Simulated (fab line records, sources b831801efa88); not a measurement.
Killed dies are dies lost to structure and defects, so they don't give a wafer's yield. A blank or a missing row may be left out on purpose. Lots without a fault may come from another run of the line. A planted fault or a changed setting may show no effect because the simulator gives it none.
fab line records | flow sky130
record lots=6 wafers=18 last_day=50
route steps=708 shown VT_ADJUST_LVTN@116 VT_ADJUST_NCORE@119 PAD_OPEN@708
lots that met no fault: from a run of the same line without faults
start_h: hours from the record's first day to the start of the lot's first wafer shown | wait_h: hours since the lot's step before | " the same as in the row above | L1.1+2: a row that stands for several wafers | - no value, or no start given | * or withheld: withheld | < > ~ a bound
route shown NAME@n: a module of which the file shows steps, and the number in the route of the first | usual: mean/standard deviation of fault-free wafers | same: alike in all rows | chamber/n: place in a boat | sites: the reading at each site | _std_site: their standard deviation | _edge_site: outer sites' mean less inner sites' | radius_mm: how far each site lies from the wafer's centre | mask NAME#n: copy n | behind: the tool/chamber that last shaped the wafer | hold: why the lot was held/for how many hours/how that ended | device: the transistor (n, p or np) that didn't switch | end of line: the same wafers' tests at the end of the route | a step without rows: its recipe alone | killed: dies lost to structure and defects at the first sort, not the wafer's yield | map: a wafer's dies, x killed, . not, _ none there
set.NAME: the setting as run; set.NAME@STEP: as run at that earlier step | model.NAME: the simulator's own value behind a step, which no gauge read
lots at some steps of the route; a table a step, a row a wafer
services: from which hour (start_h, from the record's first day; less than 0 if before it) a tool's chamber was out of use, for how many hours, and why
## steps
# step SKY_VT_ADJUST_LVTN_IMPLANT_19
# recipe species=B energy_kev=30 dose_cm2=6.5e+11 tilt_deg=withheld
# step SKY_VT_ADJUST_LVTN_STRIP_20
# recipe chemistry=O2/N2 power_w=1400 pressure_mtorr=1500 platen_temp_c=withheld o2_flow_sccm=3000 n2_flow_sccm=300 overash_fraction=0.5
# usual drypump_motor_current_A=6.1/0.44 oes_product_au=0.715/0.0046 strip_time_to_endpoint_s=14.18/0.04
# columns lot.wafer tool chamber start_h wait_h drypump_motor_current_A oes_product_au rf_hours_counter_h strip_time_to_endpoint_s
L938.2 plasma_asher-03 0 171.46 0.1 5.6 0.717 48 14.18
L938.3 " 1 " " 6.4 0.717 - 14.19
L938.6 " 1 " " 6.4 0.717 - 14.19
L943.3 plasma_asher-02 1 208.12 0.1 5.4 0.716 - 14.23
L943.4 " 0 " " 6.0 0.716 - 14.20
L943.5 " 0 " " 6.0 0.718 - 14.21
L951.1 plasma_asher-03 1 257.19 0.1 6.4 0.707 56 14.16
L951.2 " 0 " " 5.7 0.717 56 14.16
L951.3 " 1 " " 6.4 0.710 - 14.17
L953.2 plasma_asher-02 1 274.67 0.1 5.4 0.713 11 14.18
L953.3 " 0 " " 6.0 0.713 - 14.17
L953.5 " 1 " " 5.4 0.726 - 14.19
L959.1 plasma_asher-01 1 312.02 0.1 6.4 0.705 62 14.15
L959.3 " 0 " " 6.7 0.710 - 14.15
L959.5 " 1 " " 6.4 0.711 - 14.18
L960.1 plasma_asher-03 1 319.87 0.1 6.4 0.715 62 14.16
L960.2 " 0 " " 5.6 0.712 62 14.19
L960.3 " 0 " " 5.7 0.721 - 14.15
# step SKY_VT_ADJUST_LVTN_TW_MEAS_21
# usual VT_ADJUST_LVTN_2_TW=189.2/0.92
# columns lot.wafer tool chamber start_h wait_h VT_ADJUST_LVTN_2_TW
L938.2 film_metro-04 - 171.57 0.1 189.5
L938.3 " - " " 190.0
L938.6 " - " " 189.5
L943.3 film_metro-02 - 208.21 0.1 189.8
L943.4 " - " " 189.0
L943.5 " - " " 188.9
L951.1 film_metro-02 - 257.29 0.1 189.3
L951.2 " - " " 189.1
L951.3 " - " " 189.2
L953.2 film_metro-03 - 274.78 0.1 189.7
L953.3 " - " " 190.6
L953.5 " - " " 189.6
L959.1 film_metro-03 - 312.12 0.1 188.0
L959.3 " - " " 188.3
L959.5 " - " " 187.4
L960.1 film_metro-03 - 320.09 0.2 189.1
L960.2 " - " " 188.7
L960.3 " - " " 188.8
# step SKY_VT_ADJUST_NCORE_DEHYDRATE_00
# recipe temp_c=200 time_s=60
# step SKY_VT_ADJUST_NCORE_HMDS_01
# recipe prime_time_s=60 prime_temp_c=120
# step SKY_VT_ADJUST_NCORE_COAT_02
# recipe resist=NOVOLAK spin_rpm=3000 resist_thk_nm=1140
# step SKY_VT_ADJUST_NCORE_SOFTBAKE_03
# recipe temp_c=90 time_s=60 resist=NOVOLAK
# step SKY_VT_ADJUST_NCORE_EXPOSE_04
# recipe mask_id=LVTN_COMPLEMENT_THIN na=0.6 source_shape=conventional sigma_outer=0.6 polarization=unpolarized target_cd_nm=380 dose_mj=139
# step SKY_VT_ADJUST_NCORE_PEB_05
# recipe temp_c=withheld time_s=* resist=NOVOLAK
# step SKY_VT_ADJUST_NCORE_DEVELOP_06
# recipe resist=NOVOLAK developer=TMAH develop_time_s=60 dev_temp_c=23
# step SKY_VT_ADJUST_NCORE_CD_MEAS_07
# recipe target_cd_nm=380
# usual cd_nm=379.2/2.8
# columns lot.wafer tool chamber start_h wait_h cd_nm
L938.2 cd_sem-01 - 192.87 0.1 379.2
L938.3 " - " " 380.5
L938.6 " - " " 379.1
L943.3 cd_sem-01 - 229.99 0.1 378.8
L943.4 " - " " 379.3
L943.5 " - " " 379.5
L951.1 cd_sem-01 - 281.45 0.1 380.7
L951.2 " - " " 378.4
L951.3 " - " " 380.6
L953.2 cd_sem-02 - 299.78 0.1 374.4
L953.3 " - " " 373.3
L953.5 " - " " 370.9
L959.1 cd_sem-02 - 338.06 0.1 381.1
L959.3 " - " " 380.4
L959.5 " - " " 382.2
L960.1 cd_sem-02 - 346.57 0.1 376.7
L960.2 " - " " 377.7
L960.3 " - " " 377.7
# step SKY_VT_ADJUST_NCORE_OVL_MEAS_08
# usual VT_ADJUST_NCORE_OVL=1.1/1.4
# columns lot.wafer tool chamber start_h wait_h VT_ADJUST_NCORE_OVL[nm]
L938.2 overlay-01 - 192.98 0.1 2.0
L938.3 " - " " 1.5
L938.6 " - " " 3.0
L943.3 overlay-02 - 230.08 0.1 -0.6
L943.4 " - " " -1.1
L943.5 " - " " -1.9
L951.1 overlay-02 - 281.57 0.1 -0.6
L951.2 " - " " 1.3
L951.3 " - " " 0.8
L953.2 overlay-02 - 299.88 0.1 -0.2
L953.3 " - " " -1.3
L953.5 " - " " -1.0
L959.1 overlay-01 - 338.18 0.1 0.3
L959.3 " - " " 1.4
L959.5 " - " " 1.1
L960.1 overlay-02 - 346.69 0.1 1.5
L960.2 " - " " 2.0
L960.3 " - " " 3.3
# step SKY_VT_ADJUST_NCORE_IMPLANT_09
# recipe species=B energy_kev=10 dose_cm2=2.4e+12 tilt_deg=withheld
# usual beam_on_s=10.02/0.2 dose_ions_cm2=2.4001e+12/2.8e+09 end_station_pressure_torr=4.97e-06/2.5e-07 faraday_current_uA=13.52/0.27
# columns lot.wafer tool chamber start_h wait_h beam_on_s dose_ions_cm2 end_station_pressure_torr faraday_current_uA
L938.2 implanter-04 0 193.03 0.0 10.08 2.3952e+12 4.83e-06 13.46
L938.3 " 0 " " 10.10 2.4031e+12 5.09e-06 13.37
L938.6 " 0 " " 10.02 2.3983e+12 4.66e-06 13.56
L943.3 implanter-01 0 230.16 0.1 10.42 2.3957e+12 4.42e-06 12.98
L943.4 " 0 " " 10.22 2.3982e+12 4.43e-06 13.26
L943.5 " 0 " " 10.08 2.3983e+12 4.52e-06 13.39
L951.1 implanter-01 0 281.61 0.0 11.06 2.3974e+12 7.761e-05 12.11
L951.2 " 0 " " 11.09 2.4025e+12 8.694e-05 12.01
L951.3 " 0 " " 11.90 2.4036e+12 7.767e-05 11.20
L953.2 implanter-01 0 299.94 0.0 11.18 2.3984e+12 8.03e-05 11.85
L953.3 " 0 " " 11.44 2.405e+12 8.002e-05 11.63
L953.5 " 0 " " 11.51 2.3996e+12 7.89e-05 11.55
L959.1 implanter-04 0 338.21 0.0 10.00 2.4011e+12 4.88e-06 13.59
L959.3 " 0 " " 9.42 2.398e+12 5.36e-06 14.29
L959.5 " 0 " " 10.10 2.4025e+12 4.67e-06 13.36
L960.1 implanter-04 0 346.73 0.0 9.92 2.4035e+12 5.16e-06 13.66
L960.2 " 0 " " 10.24 2.3953e+12 5.32e-06 13.20
L960.3 " 0 " " 9.85 2.3979e+12 4.72e-06 13.82
# step SKY_VT_ADJUST_NCORE_STRIP_10
# recipe chemistry=O2/N2 power_w=1400 pressure_mtorr=1500 platen_temp_c=withheld o2_flow_sccm=3000 n2_flow_sccm=300 overash_fraction=0.5
# usual drypump_motor_current_A=5.9/0.37 oes_product_au=0.715/0.0044 strip_time_to_endpoint_s=14.19/0.045
# columns lot.wafer tool chamber start_h wait_h drypump_motor_current_A oes_product_au rf_hours_counter_h strip_time_to_endpoint_s
L938.2 plasma_asher-02 1 193.16 0.1 5.4 0.709 3 14.11
L938.3 " 1 " " 5.4 0.717 - 14.14
L938.6 " 1 " " 5.4 0.717 - 14.12
L943.3 plasma_asher-02 0 230.29 0.1 6.0 0.716 - 14.20
L943.4 " 1 " " 5.4 0.715 - 14.20
L943.5 " 0 " " 6.0 0.720 - 14.23
L951.1 plasma_asher-04 1 281.76 0.1 5.8 0.713 48 14.13
L951.2 " 0 " " 6.4 0.718 48 14.13
L951.3 " 0 " " 6.4 0.714 - 14.06
L953.2 plasma_asher-03 0 300.06 0.1 5.7 0.715 60 14.19
L953.3 " 1 " " 6.4 0.715 - 14.15
L953.5 " 1 " " 6.4 0.714 - 14.15
L959.1 plasma_asher-03 0 338.36 0.1 5.7 0.716 64 14.20
L959.3 " 1 " " 6.4 0.721 - 14.16
L959.5 " 0 " " 5.6 0.710 - 14.23
L960.1 plasma_asher-04 0 346.88 0.1 6.4 0.713 54 14.20
L960.2 " 1 " " 5.8 0.712 54 14.21
L960.3 " 0 " " 6.4 0.721 - 14.17
# step SKY_VT_ADJUST_NCORE_TW_MEAS_11
# usual VT_ADJUST_NCORE_TW=220.1/1.4
# columns lot.wafer tool chamber start_h wait_h hold VT_ADJUST_NCORE_TW
L938.2 film_metro-03 - 193.27 0.1 - 218.5
L938.3 " - " " - 219.0
L938.6 " - " " - 218.0
L943.3 film_metro-03 - 230.38 0.1 - 220.5
L943.4 " - " " - 219.0
L943.5 " - " " - 219.9
L951.1 film_metro-01 - 281.86 0.1 await_dispo/0.2h/release 228.4
L951.2 " - " " await_dispo/0.2h/release 227.7
L951.3 " - " " await_dispo/0.2h/release 229.2
L951.1 film_metro-01 - 282.08 0.2 - 228.4
L951.2 " - " " - 227.1
L951.3 " - " " - 229.1
L953.2 film_metro-01 - 300.17 0.1 await_dispo/0.2h/release 228.8
L953.3 " - " " await_dispo/0.2h/release 228.4
L953.5 " - " " await_dispo/0.2h/release 228.2
L953.2 film_metro-01 - 300.40 0.2 - 228.0
L953.3 " - " " - 228.4
L953.5 " - " " - 227.1
L959.1 film_metro-04 - 338.46 0.1 - 221.1
L959.3 " - " " - 221.5
L959.5 " - " " - 223.0
L960.1 film_metro-01 - 346.98 0.1 - 217.6
L960.2 " - " " - 218.0
L960.3 " - " " - 217.3
# step SKY_PAD_OPEN_PROBE_99
# usual killed_at_M0_to_M3=44/6.8 killed_at_M4_up=2.9/1.7 killed_at_contacts=24/5.2 killed_at_front_end=15/4 killed_at_other=0.2/0.44 killed_dies=86/9.9 killed_open=47/7.9 killed_short=39/6.3
# same gross_dies=492 killed_at_back_side=0
# columns lot.wafer tool chamber start_h wait_h killed_at_M0_to_M3 killed_at_M4_up killed_at_contacts killed_at_front_end killed_at_other killed_dies killed_open killed_short model.etest.nfet_16v.r_on_ohm_um model.etest.pfet_g5v0d10v5.r_on_ohm_um model.etest.res_pwell_under_gate.rs_ohm_sq model.etest.nfet_g5v0d10v5.r_on_ohm_um model.etest.nfet_g5v0d10v5.drive_ua_um model.etest.pfet_g5v0d10v5.drive_ua_um model.etest.pfet_16v.drive_ua_um model.etest.nfet_16v.drive_ua_um
L938.2 prober-02 - 1092.32 0.1 38 6 21 14 0 79 39 40 1.381e+04 4709 2317 1852 633.1 344.6 243.2 230.9
L938.3 prober-02 - 1092.37 0.2 38 1 19 13 0 71 39 31 1.393e+04 4780 2299 1838 631 341.6 243.6 231.6
L938.6 prober-02 - 1092.52 0.2 40 2 26 13 0 81 40 39 1.386e+04 4706 2300 1834 626 346.4 243.8 228.6
L943.3 prober-01 - 1119.83 0.2 38 1 24 14 0 77 47 30 1.434e+04 4751 2292 1870 614.1 340.9 247.8 222.6
L943.4 prober-01 - 1119.88 0.2 45 1 25 11 0 82 44 38 1.403e+04 4707 2301 1860 614 343.4 248.3 223.2
L943.5 prober-01 - 1119.93 0.2 45 3 26 12 0 86 50 35 1.407e+04 4680 2292 1863 611.4 351.1 250 222.5
L951.1 prober-01 - 1159.76 0.1 45 3 18 11 0 77 35 42 1.455e+04 4460 2254 1902 596.1 365.3 260.2 218.7
L951.2 prober-01 - 1159.81 0.1 36 4 21 14 0 75 45 30 1.445e+04 4525 2253 1906 594.1 362.6 259.7 218.5
L951.3 prober-01 - 1159.86 0.2 38 1 25 14 0 78 46 32 1.46e+04 4529 2271 1894 586 358.2 255.7 212.4
L953.2 prober-01 - 1173.58 0.1 40 4 29 14 1 88 43 45 1.474e+04 4483 2228 1887 605.5 365 262.6 215.6
L953.3 prober-01 - 1173.63 0.2 47 4 17 13 0 81 37 43 1.49e+04 4520 2206 1902 592.9 360.7 260.1 212.3
L953.5 prober-01 - 1173.73 0.2 48 2 14 16 0 80 46 34 1.472e+04 4484 2223 1893 596.6 363.7 263.8 215.2
L959.1 prober-01 - 1198.24 0.1 55 4 27 10 0 96 59 37 1.412e+04 4764 2310 1883 601.3 340.9 241.2 220.8
L959.3 prober-01 - 1198.34 0.2 37 3 24 17 0 81 47 34 1.395e+04 4768 2306 1876 608.4 342.1 246.6 224.1
L959.5 prober-01 - 1198.44 0.2 50 4 22 15 0 91 57 34 1.397e+04 4642 2314 1862 619.8 352.1 250.2 227.7
L960.1 prober-02 - 1202.69 0.1 50 5 27 18 1 101 59 42 1.404e+04 4757 2300 1826 617.6 345.2 244.8 223.7
L960.2 prober-02 - 1202.74 0.1 43 3 20 17 0 83 52 31 1.396e+04 4742 2301 1855 617.3 341.5 249.5 225.9
L960.3 prober-02 - 1202.79 0.2 43 2 26 17 0 88 56 32 1.393e+04 4722 2312 1847 616.2 342.9 250.6 223.1
# killed by level:class
L938.2 LI_CONTACT:geometric_particle:open=7 CONTACT:geometric_particle:short=6 CONTACT:geometric_particle:open=6 VIA2:geometric_particle:open=6 METAL1:geometric_particle:short=5 VIA1:geometric_particle:short=5 VIA1:geometric_particle:open=5 METAL2:geometric_particle:short=5
L938.3 VIA1:geometric_particle:open=11 CONTACT:geometric_particle:open=7 VIA3:geometric_particle:open=7 FIELD_ISO:geometric_particle:short=5 METAL1:geometric_particle:short=5 VIA2:geometric_particle:open=5 POLY_GATE:geometric_particle:short=4 LOCAL_INTERCONNECT:geometric_particle:short=4
L938.6 CONTACT:geometric_particle:open=10 VIA1:geometric_particle:open=8 VIA1:geometric_particle:short=8 LI_CONTACT:geometric_particle:open=7 VIA3:geometric_particle:open=6 VIA3:geometric_particle:short=6 POLY_GATE:geometric_particle:short=4 CONTACT:geometric_particle:short=4
L943.3 VIA1:geometric_particle:open=13 CONTACT:geometric_particle:open=12 FIELD_ISO:geometric_particle:open=8 METAL1:geometric_particle:short=7 FIELD_ISO:geometric_particle:short=4 LI_CONTACT:geometric_particle:open=4 CONTACT:geometric_particle:short=4 VIA1:geometric_particle:short=3
L943.4 VIA1:geometric_particle:open=10 LI_CONTACT:geometric_particle:open=8 CONTACT:geometric_particle:open=8 METAL1:geometric_particle:short=5 VIA1:geometric_particle:short=5 METAL2:geometric_particle:short=5 VIA2:geometric_particle:open=5 METAL3:geometric_particle:short=4
L943.5 VIA1:geometric_particle:open=13 CONTACT:geometric_particle:open=11 VIA3:geometric_particle:open=9 LI_CONTACT:geometric_particle:open=6 METAL1:geometric_particle:short=5 VIA1:geometric_particle:short=5 FIELD_ISO:geometric_particle:open=4 METAL2:geometric_particle:short=4
L951.1 VIA2:geometric_particle:open=8 CONTACT:geometric_particle:open=6 VIA1:geometric_particle:short=6 VIA1:geometric_particle:open=6 METAL3:geometric_particle:short=6 VIA3:geometric_particle:open=6 LI_CONTACT:geometric_particle:short=5 FIELD_ISO:geometric_particle:short=5
L951.2 CONTACT:geometric_particle:open=10 VIA2:geometric_particle:open=7 VIA3:geometric_particle:open=7 VIA1:geometric_particle:open=6 LI_CONTACT:geometric_particle:open=5 VIA3:geometric_particle:short=5 POLY_GATE:geometric_particle:short=4 CONTACT:geometric_particle:short=4
L951.3 LI_CONTACT:geometric_particle:open=12 CONTACT:geometric_particle:open=8 VIA3:geometric_particle:open=8 POLY_GATE:geometric_particle:short=5 VIA2:geometric_particle:short=5 VIA1:geometric_particle:open=5 VIA2:geometric_particle:open=5 LI_CONTACT:geometric_particle:short=4
L953.2 CONTACT:geometric_particle:open=8 VIA1:geometric_particle:open=7 LI_CONTACT:geometric_particle:open=6 METAL1:geometric_particle:short=6 LI_CONTACT:geometric_particle:short=5 VIA3:geometric_particle:short=5 CONTACT:geometric_particle:short=5 VIA2:geometric_particle:open=5
L953.3 VIA1:geometric_particle:open=12 METAL1:geometric_particle:short=7 VIA2:geometric_particle:open=6 FIELD_ISO:geometric_particle:short=5 LI_CONTACT:geometric_particle:open=5 METAL2:geometric_particle:short=5 LOCAL_INTERCONNECT:geometric_particle:short=4 CONTACT:geometric_particle:short=4
L953.5 VIA1:geometric_particle:open=19 LI_CONTACT:geometric_particle:open=6 VIA2:geometric_particle:open=6 POLY_GATE:geometric_particle:open=5 POLY_GATE:geometric_particle:short=5 METAL2:geometric_particle:short=5 METAL1:geometric_particle:short=5 LOCAL_INTERCONNECT:geometric_particle:short=4
L959.1 VIA1:geometric_particle:open=15 VIA3:geometric_particle:open=10 LI_CONTACT:geometric_particle:open=9 VIA2:geometric_particle:open=8 CONTACT:geometric_particle:open=6 CONTACT:geometric_particle:short=6 METAL1:geometric_particle:short=6 FIELD_ISO:geometric_particle:open=5
L959.3 VIA2:geometric_particle:open=10 LI_CONTACT:geometric_particle:open=8 POLY_GATE:geometric_particle:open=6 VIA1:geometric_particle:open=6 FIELD_ISO:geometric_particle:short=5 CONTACT:geometric_particle:open=5 CONTACT:geometric_particle:short=5 VIA3:geometric_particle:open=5
L959.5 VIA1:geometric_particle:open=14 CONTACT:geometric_particle:open=10 POLY_GATE:geometric_particle:open=8 VIA3:geometric_particle:open=7 LI_CONTACT:geometric_particle:open=6 VIA1:geometric_particle:short=6 VIA2:geometric_particle:open=6 METAL2:geometric_particle:short=4
L960.1 VIA1:geometric_particle:open=14 CONTACT:geometric_particle:open=11 LI_CONTACT:geometric_particle:open=8 FIELD_ISO:geometric_particle:open=6 VIA3:geometric_particle:open=6 VIA3:geometric_particle:short=5 VIA1:geometric_particle:short=5 VIA2:geometric_particle:open=5
L960.2 VIA1:geometric_particle:open=11 CONTACT:geometric_particle:open=7 VIA1:geometric_particle:short=7 METAL1:geometric_particle:open=6 VIA2:geometric_particle:open=6 FIELD_ISO:geometric_particle:open=4 LI_CONTACT:geometric_particle:open=4 CONTACT:geometric_particle:short=4
L960.3 VIA1:geometric_particle:open=11 CONTACT:geometric_particle:open=9 VIA3:geometric_particle:open=8 POLY_GATE:geometric_particle:open=7 LOCAL_INTERCONNECT:geometric_particle:short=7 LI_CONTACT:geometric_particle:open=5 METAL1:geometric_particle:short=5 VIA2:geometric_particle:open=4
## services
# columns tool chamber start_h hours kind
plasma_asher-04 - 151.43 0.7 repair
implanter-01 - 174.64 0.7 repair
plasma_asher-01 - 205.14 2.2 repair
implanter-01 - 205.65 5.2 pm
implanter-01 - 219.23 9.8 pm
implanter-04 - 300.17 2.1 repair
plasma_asher-02 - 310.34 15.1 repair
## key
first_sign step=SKY_VT_ADJUST_NCORE_IMPLANT_09 reading=end_station_pressure_torr direction=up sigmas=99+ usual=4.97e-06 struck=8.024e-05
effect step=SKY_VT_ADJUST_NCORE_IMPLANT_09 reading=beam_on_s direction=up sigmas=6.7 usual=10.02 struck=11.36
effect step=SKY_VT_ADJUST_NCORE_TW_MEAS_11 reading=visit direction=added
effect step=SKY_VT_ADJUST_NCORE_TW_MEAS_11 reading=VT_ADJUST_NCORE_TW direction=up sigmas=6.2 usual=220.1 struck=228.5
model_effect step=SKY_PAD_OPEN_PROBE_99 value=etest.nfet_16v.r_on_ohm_um without=1.4e+04 struck=1.466e+04
met_at SKY_VT_ADJUST_NCORE_IMPLANT_09
struck_wafers L951.1,L951.2,L951.3,L953.2,L953.3,L953.5
tester_left_out L951,L953
onset_between 230.16 281.61
fault kind=process_parameter_drift tool=implanter-01 chamber=- onset_h=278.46 steps=SKY_VT_ADJUST_NCORE_IMPLANT_09 channel=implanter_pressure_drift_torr offset=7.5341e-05 shape=step end_h=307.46
fault kind=process_parameter_drift tool=implanter-01 chamber=- onset_h=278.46 steps=SKY_VT_ADJUST_NCORE_IMPLANT_09 channel=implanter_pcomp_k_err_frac offset=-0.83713 shape=step end_h=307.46
# tester_left_out: of these lots the tester's yield and bins aren't shown, on N5 and GAA mostly nor the transistor test; their killed dies are dies lost to structure and defects alone, not to doping, threshold or leakage, so they don't give the yield
